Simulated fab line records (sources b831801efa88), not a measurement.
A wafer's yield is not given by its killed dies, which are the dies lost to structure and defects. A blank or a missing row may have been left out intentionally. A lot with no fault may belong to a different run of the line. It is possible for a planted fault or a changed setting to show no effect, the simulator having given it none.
What tool caused it?	flow gf180mcu	at 1 step of a route of 602, 6 lots with 18 wafers sampled

## WHAT THE GAUGES SHOWED, per wafer
GF_V2_THK_MEAS_01.
lot	measured	on	V2_CVD_00_THK (nm)
L620	day 20 04:30	film_metro-03	598 603 594
L624	day 21 02:08	film_metro-03	606 602 605
L626	day 22 01:53	film_metro-02	598 593 600
L628	day 22 14:20	film_metro-01	609 601 604
L632	day 24 00:45	film_metro-03	600 601 602
L636	day 25 09:34	film_metro-02	593 592 593

## WHICH TOOL RAN EACH LOT (tool, then ch and the chambers of the sampled wafers, then the start)
Record: no process step prior to these readings.

## THE ANSWER, worked out from the rows above alone
Rule: what is usual is taken from the lots themselves. The widest of any qualifying gaps counts: lots, ordered by their means at a reading, are off when they make up no more than a third of the lots, leave a main group of 4 or more, and stand apart from it by 3 or more times the standard deviation of that group's means. The tables above print the reading to a certain number of digits; a main group whose means all agree to those digits is not used. Also off: a lot with no number at a reading for which 4 or more lots have one. All remaining lots with rows at the step are treated as sound.
Across all readings shown, no lot is off: no conclusion can be drawn from this.

## WHAT HAD BEEN PUT IN BY THE SIMULATOR
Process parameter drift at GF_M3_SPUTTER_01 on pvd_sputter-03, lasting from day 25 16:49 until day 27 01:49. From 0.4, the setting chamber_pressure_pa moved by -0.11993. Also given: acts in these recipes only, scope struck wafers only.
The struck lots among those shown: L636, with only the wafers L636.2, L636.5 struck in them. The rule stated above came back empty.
